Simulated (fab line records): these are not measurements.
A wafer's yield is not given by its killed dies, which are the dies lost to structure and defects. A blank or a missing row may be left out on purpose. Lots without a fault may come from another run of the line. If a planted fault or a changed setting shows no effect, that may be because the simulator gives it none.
Matching of chambers :: flow gf180mcu :: wetBench-03 running GF_STI_WET_ETCH_17: 3 sister chambers
The step etches Si3N4 in H3PO4, target depth 45 nm, time 514 s. 3 wafers are shown with their chamber, then 7 later ones without.

## WAFERS PAIRED WITH THEIR CHAMBERS
wafer: L201.6
chamber: 3
tempC (C): 159.74

wafer: L204.5
chamber: 1
tempC (C): 159.87

wafer: L205.2
chamber: 2
tempC (C): 160.14

## WAFERS MISSING THEIR CHAMBER
wafer: L205.3
tempC (C): 159.85

wafer: L208.4
tempC (C): 159.81

wafer: L208.5
tempC (C): 159.91

wafer: L208.6
tempC (C): 159.94

wafer: L215.1
tempC (C): 159.81

wafer: L215.3
tempC (C): 159.98

wafer: L215.6
tempC (C): 160.04

## EACH ONE'S CHAMBER
wafer: L205.3
from the rows above: can't be placed: 1 or 3
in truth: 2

wafer: L208.4
from the rows above: can't be placed: 1 or 3
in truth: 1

wafer: L208.5
from the rows above: can't be placed: 1 or 3
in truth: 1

wafer: L208.6
from the rows above: can't be placed: 1 or 2 or 3
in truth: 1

wafer: L215.1
from the rows above: can't be placed: 1 or 3
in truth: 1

wafer: L215.3
from the rows above: can't be placed: 1 or 2 or 3
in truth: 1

wafer: L215.6
from the rows above: can't be placed: 2 or 1
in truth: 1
Correctly placed: 0 of 7. Cannot be placed on the basis of these rows: 7; the candidates contain the true chamber in 6. 0 placed wrongly.
How it was worked out, from the rows above alone: a wafer's distance from a chamber is the root of the sum, over the readings, of the square of ((its reading less the chamber's mean) divided by the reading's scatter). If the next closest chamber is less than 2 further off than the closest, the wafer can't be placed; otherwise it belongs to the closest. A chamber's mean is the mean of its shown wafers. The scatter: root of mean squared gap, hidden wafer to nearest shown wafer, with one shown wafer a chamber.
